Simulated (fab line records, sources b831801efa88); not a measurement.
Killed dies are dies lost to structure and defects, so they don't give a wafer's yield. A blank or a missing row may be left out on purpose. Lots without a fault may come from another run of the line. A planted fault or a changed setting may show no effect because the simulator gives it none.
Problem report in the 8D (eight disciplines) form, filled by code | flow sky130 | the parts of the form that need people (team, actions taken, sign-off) are left out

1. THE PROBLEM
beam_energy_keV at SKY_RES_XHIGH_IMPLANT_07 reads a mean of 18.874 on 6 wafers of 2 lots; wafers without a fault read 19.999 with a standard deviation of 0.0059. That is -99 or more standard deviations from the usual mean.
First seen on wafer L731.1, day 32 03:36, on implanter-04. The record holds 39 wafers of 13 lots with a number at this step. Rule for "out", or "out of limits": more than 4 standard deviations from the usual mean. The other wafers with a number count as sound.

2. WHAT IT IS AND WHAT IT IS NOT
question                    | is                     | is not
which readings at this step | beam_energy_keV        | dose_ions_cm2
which lots                  | L731, L735             | L719, L720, L722, L724, L725, L727, L729, L732, L738, L740, L742
which wafers of those lots  | all that have a number | -
read on which tools         | implanter-04           | implanter-02, implanter-03
when                        | from day 32 03:36      | up to then (24 sound wafers); but 9 sound wafers of L738, L740, L742 came after

3. SUSPECTS, AND WHAT RULES EACH OUT
Counting: a tool at a process step up to the reading stays a suspect if it ran every lot that is out and no sound lot after the first of them.
- implanter-04 at SKY_RES_XHIGH_IMPLANT_07: kept. It ran every lot that is out, first L731 (day 32 03:36), and no sound lot after that; its last sound lot up to then is L729 (day 30 05:20). Its own readings are out on those wafers: beam_energy_keV.
Left after counting: implanter-04 at SKY_RES_XHIGH_IMPLANT_07.

4. THE CAUSE (what the simulator had put in)
Process parameter drift: implanter-04, from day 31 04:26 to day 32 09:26, at SKY_RES_XHIGH_IMPLANT_07. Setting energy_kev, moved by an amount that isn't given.
Counting left only this tool.

5. THE CHAIN OF EFFECTS, in route order
Each row: a reading whose mean over the struck wafers that have a number lies more than 3 standard deviations from the usual. Only readings for which the record gives a usual standard deviation are gone through. hours: the time from each lot's start at the first step in this table that gives one to its start at this step, as a median over the lots. sigmas: the change in usual standard deviations.
hours | step                     | reading         | usual  | on struck wafers | change | sigmas
0     | SKY_RES_XHIGH_IMPLANT_07 | beam_energy_keV | 19.999 | 18.874           | -1.125 | -99 or more
The process steps in it:
- SKY_RES_XHIGH_IMPLANT_07
Later measuring or inspecting steps at which every struck wafer that the step has a row for has a number for every such reading, and none has moved that far: SKY_LI_CONTACT_THK_MEAS_01.

6. WHAT WOULD HAVE CAUGHT IT SOONER
In this record the first reading out of limits was taken at day 32 03:36, 23 hours after the fault began at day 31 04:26.
